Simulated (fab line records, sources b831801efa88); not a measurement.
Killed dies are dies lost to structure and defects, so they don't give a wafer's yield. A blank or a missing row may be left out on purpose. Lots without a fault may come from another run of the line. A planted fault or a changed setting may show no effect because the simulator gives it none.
fab line records | flow sky130
record lots=24 wafers=72 last_day=50
route steps=708 shown RES_PROTECT@215 POLY_GATE@230 LDD_N@244 SPACER@305 POLY_CUT@316 LI_CONTACT@386
lots that met no fault: from a run of the same line without faults
start_h: hours from the record's first day to the start of the lot's first wafer shown | wait_h: hours since the lot's step before | " the same as in the row above | L1.1+2: a row that stands for several wafers | - no value, or no start given | * or withheld: withheld | < > ~ a bound
route shown NAME@n: a module of which the file shows steps, and the number in the route of the first | usual: mean/standard deviation of fault-free wafers | same: alike in all rows | chamber/n: place in a boat | sites: the reading at each site | _std_site: their standard deviation | _edge_site: outer sites' mean less inner sites' | radius_mm: how far each site lies from the wafer's centre | mask NAME#n: copy n | behind: the tool/chamber that last shaped the wafer | hold: why the lot was held/for how many hours/how that ended | device: the transistor (n, p or np) that didn't switch | end of line: the same wafers' tests at the end of the route | a step without rows: its recipe alone | killed: dies lost to structure and defects at the first sort, not the wafer's yield | map: a wafer's dies, x killed, . not, _ none there
set.NAME: the setting as run; set.NAME@STEP: as run at that earlier step | model.NAME: the simulator's own value behind a step, which no gauge read
steps of the route over a sample of lots; a table a step, a row a wafer
services: from which hour (start_h, from the record's first day; less than 0 if before it) a tool's chamber was out of use, for how many hours, and why
## steps
# step SKY_RES_PROTECT_TW_MEAS_08
# usual POLY_GATE_TW=3993/51
# columns lot.wafer tool chamber start_h wait_h POLY_GATE_TW
L074.1 film_metro-03 - 327.16 0.1 3997
L074.4 " - " " 4020
L074.5 " - " " 4005
L075.4 film_metro-01 - 332.29 0.1 3926
L075.5 " - " " 3901
L075.6 " - " " 3920
L076.2 film_metro-03 - 345.32 0.1 4041
L076.4 " - " " 4025
L076.6 " - " " 4038
L077.2 film_metro-02 - 349.40 0.1 4035
L077.3 " - " " 4032
L077.4 " - " " 4048
L078.1 film_metro-02 - 359.36 0.1 4013
L078.2 " - " " 4011
L078.6 " - " " 4038
L079.1 film_metro-01 - 374.06 0.1 3943
L079.3 " - " " 3936
L079.6 " - " " 3945
L080.1 film_metro-02 - 390.39 0.1 4057
L080.3 " - " " 4072
L080.4 " - " " 4062
L081.2 film_metro-03 - 391.30 0.1 4027
L081.3 " - " " 4048
L081.6 " - " " 4010
L082.1 film_metro-01 - 405.01 0.1 3948
L082.2 " - " " 3926
L082.3 " - " " 3956
L083.1 film_metro-03 - 406.11 0.1 4020
L083.3 " - " " 4018
L083.6 " - " " 4021
L084.1 film_metro-02 - 418.79 0.1 4028
L084.3 " - " " 4014
L084.6 " - " " 4040
L086.2 film_metro-01 - 434.05 0.1 3937
L086.3 " - " " 3940
L086.5 " - " " 3951
L085.1 film_metro-02 - 434.21 0.1 4005
L085.5 " - " " 4007
L085.6 " - " " 3997
L087.1 film_metro-03 - 446.11 0.1 3990
L087.4 " - " " 4012
L087.6 " - " " 3993
L088.4 film_metro-02 - 462.19 0.1 4042
L088.5 " - " " 4039
L088.6 " - " " 4025
L089.1 film_metro-02 - 465.56 0.1 4003
L089.3 " - " " 4028
L089.6 " - " " 4034
L090.1 film_metro-01 - 469.36 0.1 3936
L090.2 " - " " 3935
L090.5 " - " " 3935
L091.1 film_metro-01 - 478.74 0.1 3927
L091.3 " - " " 3910
L091.6 " - " " 3953
L092.2 film_metro-03 - 489.47 0.1 4032
L092.4 " - " " 4037
L092.6 " - " " 4040
L093.2 film_metro-01 - 542.72 0.1 3887
L093.4 " - " " 3892
L093.6 " - " " 3913
L094.2 film_metro-03 - 544.62 0.1 4031
L094.3 " - " " 4020
L094.4 " - " " 4046
L097.1 film_metro-03 - 546.51 0.1 4042
L097.5 " - " " 4055
L097.6 " - " " 4047
L096.1 film_metro-03 - 551.24 0.1 4041
L096.2 " - " " 4040
L096.5 " - " " 4037
L095.1 film_metro-01 - 552.44 0.1 3947
L095.3 " - " " 3919
L095.5 " - " " 3910
# step SKY_POLY_GATE_ETCH_16
# recipe stop_on=poly-Si chemistry=CH3F/O2 target=Si3N4 source_w=400 bias_w=80 pressure_mtorr=25 ch3f_flow_sccm=40 O2_flow_sccm=30 time_s=147.5 target_depth_a=750
# usual drypump_motor_current_A=5.6/0.4 oes_product_au=0.639/0.0053 throttle_valve_pct=10.535/0.009
# columns lot.wafer tool chamber start_h wait_h drypump_motor_current_A oes_product_au rf_hours_counter_h throttle_valve_pct
L074.1 rie_diel-02 0 355.75 0.0 5.4 0.630 11 10.524
L074.4 " 1 " " 5.5 0.641 50 10.520
L074.5 " 3 " " 5.9 0.648 - 10.546
L075.4 rie_diel-03 1 360.67 0.0 5.8 0.632 - 10.539
L075.5 " 3 " " 4.9 0.646 - 10.534
L075.6 " 2 " " 5.4 0.641 - 10.539
L076.2 rie_diel-02 3 374.97 0.0 5.9 0.643 33 10.534
L076.4 " 2 " " 5.3 0.642 5 10.540
L076.6 " 0 " " 5.4 0.645 - 10.523
L077.2 rie_diel-01 0 382.40 0.0 4.9 0.636 40 10.522
L077.3 " 3 " " 5.6 0.643 74 10.533
L077.4 " 1 " " 6.0 0.645 39 10.555
L078.1 rie_diel-01 2 391.20 0.0 6.3 0.642 32 10.543
L078.2 " 3 " " 5.7 0.638 75 10.535
L078.6 " 0 " " 4.9 0.640 - 10.530
L079.1 rie_diel-02 0 405.27 0.0 5.4 0.638 12 10.542
L079.3 " 3 " " 5.9 0.633 34 10.536
L079.6 " 2 " " 5.3 0.642 - 10.540
L080.1 rie_diel-01 3 421.42 0.0 5.7 0.640 75 10.516
L080.3 " 2 " " 6.3 0.631 33 10.531
L080.4 " 0 " " 4.9 0.644 40 10.541
L081.2 rie_diel-02 3 422.07 0.0 5.9 0.639 34 10.538
L081.3 " 0 " " 5.4 0.637 12 10.536
L081.6 " 0 " " 5.4 0.642 - 10.537
L082.1 rie_diel-03 3 438.65 0.0 4.9 0.641 7 10.539
L082.2 " 1 " " 5.8 0.641 10 10.544
L082.3 " 2 " " 5.4 0.633 7 10.556
L083.1 rie_diel-02 2 438.80 0.0 5.3 0.643 6 10.528
L083.3 " 1 " " 5.5 0.629 52 10.546
L083.6 " 1 " " 5.5 0.646 - 10.528
L084.1 rie_diel-01 2 453.20 0.0 6.2 0.635 33 10.545
L084.3 " 3 " " 5.7 0.635 76 10.542
L084.6 " 0 " " 4.9 0.641 - 10.547
L086.2 rie_diel-03 2 467.46 0.0 5.4 0.631 7 10.545
L086.3 " 1 " " 5.8 0.635 10 10.520
L086.5 " 2 " " 5.4 0.640 - 10.542
L085.1 rie_diel-02 0 467.80 0.0 5.4 0.635 13 10.529
L085.5 " 0 " " 5.4 0.634 - 10.540
L085.6 " 3 " " 5.9 0.636 - 10.533
L087.1 rie_diel-01 1 478.05 0.0 6.0 0.629 41 10.518
L087.4 " 0 " " 4.9 0.641 42 10.533
L087.6 " 0 " " 4.9 0.629 - 10.537
L088.4 rie_diel-01 0 493.91 0.0 4.9 0.644 42 10.543
L088.5 " 0 " " 4.9 0.642 - 10.525
L088.6 " 3 " " 5.7 0.633 - 10.541
L089.1 rie_diel-02 2 498.81 0.0 5.3 0.642 7 10.537
L089.3 " 3 " " 5.9 0.642 36 10.543
L089.6 " 0 " " 5.4 0.643 - 10.542
L090.1 rie_diel-01 1 503.71 0.0 6.0 0.632 41 10.522
L090.2 " 3 " " 5.7 0.634 77 10.547
L090.5 " 2 " " 6.2 0.636 - 10.526
L091.1 rie_diel-03 1 512.75 0.0 5.8 0.641 11 10.532
L091.3 " 0 " " 6.0 0.637 0 10.513
L091.6 " 3 " " 4.9 0.639 - 10.540
L092.2 rie_diel-01 2 522.65 0.0 6.3 0.637 35 10.529
L092.4 " 0 " " 4.9 0.643 43 10.535
L092.6 " 2 " " 6.2 0.634 - 10.533
L093.2 rie_diel-03 0 575.41 0.0 6.0 0.649 1 10.546
L093.4 " 3 " " 4.9 0.636 9 10.543
L093.6 " 1 " " 5.8 0.644 - 10.532
L097.1 rie_diel-01 0 578.61 0.0 4.9 0.630 44 10.538
L097.5 " 2 " " 6.3 0.641 - 10.537
L097.6 " 1 " " 6.0 0.634 - 10.504
L094.2 rie_diel-02 1 578.90 0.0 5.5 0.637 53 10.534
L094.3 " 0 " " 5.4 0.644 15 10.519
L094.4 " 0 " " 5.4 0.640 - 10.528
L096.1 rie_diel-03 3 583.86 0.0 4.9 0.643 10 10.529
L096.2 " 2 " " 5.4 0.648 10 10.552
L096.5 " 2 " " 5.5 0.635 - 10.528
L095.1 rie_diel-02 3 585.55 0.0 5.9 0.627 37 10.530
L095.3 " 0 " " 5.4 0.639 15 10.524
L095.5 " 3 " " 5.9 0.637 - 10.534
# step SKY_LDD_N_OVL_MEAS_07
# usual LDD_N_OVL=0.3/1.3
# columns lot.wafer tool chamber start_h wait_h LDD_N_OVL[nm]
L074.1 overlay-01 - 387.53 0.1 0.7
L074.4 " - " " -0.4
L074.5 " - " " 0.5
L075.4 overlay-01 - 391.88 0.1 0.0
L075.5 " - " " 0.3
L075.6 " - " " 1.5
L076.2 overlay-02 - 407.83 0.1 -0.2
L076.4 " - " " -0.1
L076.6 " - " " 2.9
L077.2 overlay-02 - 413.62 0.1 0.0
L077.3 " - " " 0.4
L077.4 " - " " 0.0
L078.1 overlay-01 - 421.48 0.1 2.2
L078.2 " - " " 1.0
L078.6 " - " " -0.5
L079.1 overlay-01 - 440.51 0.1 2.6
L079.3 " - " " 2.3
L079.6 " - " " 1.3
L080.1 overlay-01 - 453.86 0.1 0.3
L080.3 " - " " -0.4
L080.4 " - " " 0.4
L081.2 overlay-01 - 455.93 0.1 1.8
L081.3 " - " " -0.9
L081.6 " - " " 0.5
L082.1 overlay-01 - 471.13 0.1 1.1
L082.2 " - " " 0.2
L082.3 " - " " 0.8
L083.1 overlay-02 - 471.43 0.1 2.3
L083.3 " - " " 0.6
L083.6 " - " " -0.2
L084.1 overlay-01 - 485.98 0.1 -1.8
L084.3 " - " " -0.1
L084.6 " - " " 1.3
L086.2 overlay-01 - 499.72 0.1 -1.2
L086.3 " - " " -0.1
L086.5 " - " " 3.6
L085.1 overlay-02 - 501.54 0.1 -1.0
L085.5 " - " " -1.7
L085.6 " - " " -1.2
L087.1 overlay-01 - 510.69 0.1 0.1
L087.4 " - " " -2.1
L087.6 " - " " -1.4
L088.4 overlay-02 - 525.94 0.1 0.8
L088.5 " - " " 1.2
L088.6 " - " " 1.9
L089.1 overlay-01 - 529.66 0.1 -0.4
L089.3 " - " " -0.7
L089.6 " - " " -0.7
L090.1 overlay-02 - 534.50 0.1 -1.7
L090.2 " - " " -1.7
L090.5 " - " " -1.5
L091.1 overlay-01 - 544.13 0.1 1.0
L091.3 " - " " 1.3
L091.6 " - " " 1.1
L092.2 overlay-02 - 552.79 0.1 -0.6
L092.4 " - " " 2.3
L092.6 " - " " 0.0
L093.2 overlay-01 - 607.44 0.1 -0.5
L093.4 " - " " 0.2
L093.6 " - " " -0.8
L097.1 overlay-02 - 609.84 0.1 0.3
L097.5 " - " " -1.2
L097.6 " - " " -1.2
L094.2 overlay-01 - 610.14 0.1 -2.5
L094.3 " - " " -0.7
L094.4 " - " " -0.6
L096.1 overlay-01 - 614.66 0.1 0.4
L096.2 " - " " 0.8
L096.5 " - " " -2.5
L095.1 overlay-02 - 616.13 0.1 3.3
L095.3 " - " " 1.5
L095.5 " - " " 0.7
# step SKY_SPACER_THK_MEAS_01
# recipe reads=Si3N4_of_SPACER_CVD_00
# usual SPACER_CVD_00_THK=42.9/0.35
# columns lot.wafer tool chamber start_h wait_h SPACER_CVD_00_THK[nm]
L074.1 film_metro-01 - 514.15 0.0 43.8
L074.4 " - " " 43.4
L074.5 " - " " 43.5
L075.4 film_metro-04 - 516.96 0.0 42.9
L075.5 " - " " 43.2
L075.6 " - " " 43.4
L076.2 film_metro-03 - 533.53 0.0 42.9
L076.4 " - " " 43.1
L076.6 " - " " 43.4
L077.2 film_metro-01 - 539.88 0.0 43.2
L077.3 " - " " 42.7
L077.4 " - " " 43.1
L078.1 film_metro-04 - 546.68 0.0 42.3
L078.2 " - " " 42.5
L078.6 " - " " 42.4
L079.1 film_metro-01 - 566.69 0.0 43.7
L079.3 " - " " 43.9
L079.6 " - " " 43.6
L080.1 film_metro-01 - 576.06 0.0 42.7
L080.3 " - " " 42.6
L080.4 " - " " 42.6
L081.2 film_metro-03 - 579.69 0.0 43.1
L081.3 " - " " 43.1
L081.6 " - " " 43.1
L082.1 film_metro-03 - 593.97 0.0 42.6
L082.2 " - " " 42.6
L082.3 " - " " 42.2
L083.1 film_metro-04 - 595.53 0.0 43.1
L083.3 " - " " 43.1
L083.6 " - " " 42.9
L084.1 film_metro-03 - 612.70 0.0 43.0
L084.3 " - " " 42.8
L084.6 " - " " 43.1
L086.2 film_metro-04 - 621.19 0.0 42.1
L086.3 " - " " 42.8
L086.5 " - " " 42.5
L085.1 film_metro-01 - 625.77 0.0 43.0
L085.5 " - " " 42.8
L085.6 " - " " 42.8
L087.1 film_metro-03 - 632.87 0.0 43.3
L087.4 " - " " 43.4
L087.6 " - " " 43.2
L088.4 film_metro-03 - 646.58 0.0 42.9
L088.5 " - " " 42.8
L088.6 " - " " 43.0
L089.1 film_metro-04 - 649.83 0.0 42.4
L089.3 " - " " 42.9
L089.6 " - " " 42.2
L090.1 film_metro-04 - 656.32 0.0 43.2
L090.2 " - " " 42.9
L090.5 " - " " 43.2
L091.1 film_metro-03 - 663.94 0.0 43.5
L091.3 " - " " 43.3
L091.6 " - " " 43.6
L092.2 film_metro-03 - 672.75 0.0 43.1
L092.4 " - " " 42.9
L092.6 " - " " 43.0
L093.2 film_metro-03 - 725.25 0.0 42.9
L093.4 " - " " 43.2
L093.6 " - " " 42.8
L097.1 film_metro-01 - 726.44 0.0 43.3
L097.5 " - " " 43.2
L097.6 " - " " 43.0
L094.2 film_metro-04 - 730.07 0.0 42.7
L094.3 " - " " 42.8
L094.4 " - " " 42.4
L096.1 film_metro-03 - 730.09 0.0 42.9
L096.2 " - " " 43.2
L096.5 " - " " 42.9
L095.1 film_metro-01 - 733.22 0.0 43.2
L095.3 " - " " 42.7
L095.5 " - " " 42.8
# step SKY_POLY_CUT_OVL_MEAS_09
# usual POLY_CUT_OVL=-2/5.2
# columns lot.wafer tool chamber start_h wait_h POLY_CUT_OVL[nm]
L074.1 overlay-02 - 544.26 0.1 -4
L074.4 " - " " 1
L074.5 " - " " 3
L075.4 overlay-02 - 545.88 0.1 1
L075.5 " - " " 6
L075.6 " - " " 3
L076.2 overlay-01 - 563.25 0.1 -8
L076.4 " - " " -7
L076.6 " - " " 1
L077.2 overlay-01 - 569.55 0.1 2
L077.3 " - " " 0
L077.4 " - " " -1
L078.1 overlay-02 - 576.46 0.1 1
L078.2 " - " " 2
L078.6 " - " " 4
L079.1 overlay-01 - 597.28 0.1 2
L079.3 " - " " 5
L079.6 " - " " 2
L080.1 overlay-02 - 605.68 0.1 -13
L080.3 " - " " -12
L080.4 " - " " -7
L081.2 overlay-01 - 609.64 0.1 4
L081.3 " - " " -9
L081.6 " - " " 0
L082.1 overlay-02 - 622.46 0.1 -1
L082.2 " - " " -5
L082.3 " - " " 3
L083.1 overlay-01 - 624.80 0.1 -4
L083.3 " - " " 0
L083.6 " - " " 5
L084.1 overlay-02 - 640.96 0.1 1
L084.3 " - " " -10
L084.6 " - " " -6
L086.2 overlay-02 - 649.89 0.1 -7
L086.3 " - " " 2
L086.5 " - " " -2
L085.1 overlay-01 - 654.50 0.1 0
L085.5 " - " " 1
L085.6 " - " " -3
L087.1 overlay-02 - 661.68 0.1 -1
L087.4 " - " " 2
L087.6 " - " " 5
L088.4 overlay-01 - 675.45 0.1 1
L088.5 " - " " -2
L088.6 " - " " -3
L089.1 overlay-02 - 678.95 0.1 -2
L089.3 " - " " 0
L089.6 " - " " 2
L090.1 overlay-01 - 684.35 0.1 -8
L090.2 " - " " -2
L090.5 " - " " -7
L091.1 overlay-01 - 693.05 0.1 1
L091.3 " - " " -9
L091.6 " - " " -10
L092.2 overlay-02 - 701.41 0.1 -7
L092.4 " - " " -4
L092.6 " - " " -5
L093.2 overlay-01 - 752.44 0.1 1
L093.4 " - " " -3
L093.6 " - " " 1
L097.1 overlay-01 - 753.85 0.1 3
L097.5 " - " " -1
L097.6 " - " " -5
L094.2 overlay-01 - 757.00 0.1 -4
L094.3 " - " " -5
L094.4 " - " " 5
L096.1 overlay-01 - 757.16 0.1 2
L096.2 " - " " -5
L096.5 " - " " 5
L095.1 overlay-01 - 760.40 0.1 -7
L095.3 " - " " -13
L095.5 " - " " -10
# step SKY_LI_CONTACT_CMP_24
# recipe stop_on=PSG t_overpolish_s=20 down_force_psi=3.5 platen_rpm=60 target_thk_nm=0 pad_velocity_m_s=0.94248
# usual motor_current_A=11.3/1.2 overpolish_run_s=20.000/0.0092 time_to_endpoint_s=97/3.5
# columns lot.wafer tool chamber start_h wait_h motor_current_A overpolish_run_s time_to_endpoint_s
L074.1 cmp-02 3 664.29 0.4 11.7 19.994 97
L074.4 " 0 " " 10.5 20.003 93
L074.5 " 1 " " 10.0 20.013 96
L075.4 cmp-02 2 666.11 0.1 14.0 19.990 95
L075.5 " 0 " " 10.3 19.997 91
L075.6 " 1 " " 10.1 19.983 95
L076.4 cmp-02 1 681.43 0.1 9.6 19.994 97
L076.2 " 2 " " 13.4 19.990 93
L076.6 " 0 " " 10.4 20.002 96
L077.4 cmp-02 0 688.71 0.0 10.5 19.997 94
L077.2 " 2 " " 13.0 20.006 95
L077.3 " 3 " " 11.2 20.001 95
L078.1 cmp-02 3 695.95 0.3 10.9 19.996 95
L078.2 " 1 " " 10.1 19.998 102
L078.6 " 3 " " 11.4 19.988 98
L079.3 cmp-02 3 715.27 0.0 11.8 19.999 97
L079.1 " 0 " " 10.3 20.019 96
L079.6 " 0 " " 10.9 19.999 96
L080.1 cmp-01 3 722.60 0.1 11.3 20.006 100
L080.3 " 0 " " 12.3 19.995 98
L080.4 " 1 " " 11.6 20.003 105
L081.3 cmp-01 2 725.30 0.3 10.5 19.989 100
L081.2 " 0 " " 13.0 20.004 91
L081.6 " 3 " " 10.5 20.007 98
L082.2 cmp-01 3 738.15 0.0 10.8 19.987 101
L082.1 " 0 " " 12.5 19.996 94
L082.3 " 2 " " 10.4 19.998 98
L083.1 cmp-02 2 741.16 0.1 12.8 20.002 91
L083.3 " 0 " " 10.5 20.002 94
L083.6 " 3 " " 11.7 20.012 93
L084.1 cmp-01 0 756.06 0.1 12.5 20.001 98
L084.3 " 2 " " 10.8 19.993 97
L084.6 " 0 " " 12.7 19.982 95
L086.2 cmp-02 2 764.12 0.1 12.7 20.015 95
L086.3 " 3 " " 11.2 19.987 97
L086.5 " 0 " " 10.6 20.000 97
L085.1 cmp-01 0 767.86 0.1 12.6 20.002 97
L085.6 " 3 " " 11.0 20.003 104
L085.5 " 0 " " 12.9 20.004 95
L087.4 cmp-01 2 776.81 0.2 10.3 20.001 97
L087.1 " 1 " " 12.3 20.010 102
L087.6 " 2 " " 11.0 19.998 100
L088.4 cmp-02 0 789.42 0.6 9.6 20.008 92
L088.5 " 3 " " 11.1 20.003 99
L088.6 " 0 " " 10.2 19.996 93
L089.3 cmp-02 2 791.27 0.0 13.3 19.994 93
L089.1 " 3 " " 11.8 19.992 94
L089.6 " 3 " " 11.6 19.986 98
L090.2 cmp-02 3 797.69 0.3 11.4 20.006 98
L090.1 " 2 " " 13.2 19.985 91
L090.5 " 3 " " 12.0 20.002 100
L091.1 cmp-01 1 803.16 0.1 11.7 20.009 97
L091.3 " 3 " " 11.0 19.998 100
L091.6 " 1 " " 11.9 19.989 99
L092.2 cmp-02 0 812.31 0.0 10.3 19.996 95
L092.4 " 2 " " 12.9 20.020 89
L092.6 " 0 " " 10.8 20.016 94
L093.4 cmp-01 3 862.26 0.1 11.0 19.996 100
L093.2 " 0 " " 12.7 20.009 94
L093.6 " 2 " " 10.8 19.994 104
L097.1 cmp-02 0 862.27 0.1 10.8 19.986 95
L097.5 " 3 " " 11.5 20.004 96
L097.6 " 0 " " 10.1 20.007 94
L094.2 cmp-02 1 865.38 0.1 10.2 19.991 97
L094.3 " 3 " " 11.4 19.992 100
L094.4 " 0 " " 10.4 19.992 94
L096.1 cmp-02 1 867.13 0.3 9.7 19.995 95
L096.2 " 2 " " 12.8 19.994 93
L096.5 " 0 " " 10.6 19.999 93
L095.3 cmp-02 0 869.86 0.2 10.0 19.996 93
L095.1 " 2 " " 12.7 20.006 93
L095.5 " 0 " " 9.7 19.994 97
## services
# columns tool chamber start_h hours kind
cmp-02 - 396.01 0.6 repair
rie_diel-02 - 396.62 0.3 repair
cmp-02 - 404.00 4.0 pm
cmp-02 - 416.26 4.9 repair
rie_diel-02 2 474.31 1.6 repair
cmp-02 - 478.36 0.7 repair
rie_diel-02 1 497.70 30.6 repair
rie_diel-01 3 508.82 3.4 repair
rie_diel-01 0 513.85 5.6 repair
rie_diel-02 3 574.51 5.1 repair
rie_diel-02 - 580.90 0.7 repair
rie_diel-02 - 588.63 1.1 repair
cmp-02 - 638.81 6.3 pm
rie_diel-02 0 640.29 13.0 repair
cmp-02 - 721.33 15.0 pm
cmp-02 - 721.96 0.5 repair
rie_diel-02 3 730.41 7.5 repair
cmp-02 - 744.20 4.0 pm
rie_diel-01 - 763.25 1.8 repair
rie_diel-01 - 765.90 0.9 repair
cmp-02 - 780.30 1.2 repair
cmp-02 - 800.65 1.4 repair
cmp-02 - 806.36 3.8 pm
cmp-02 - 823.11 11.2 repair
## key
fault none
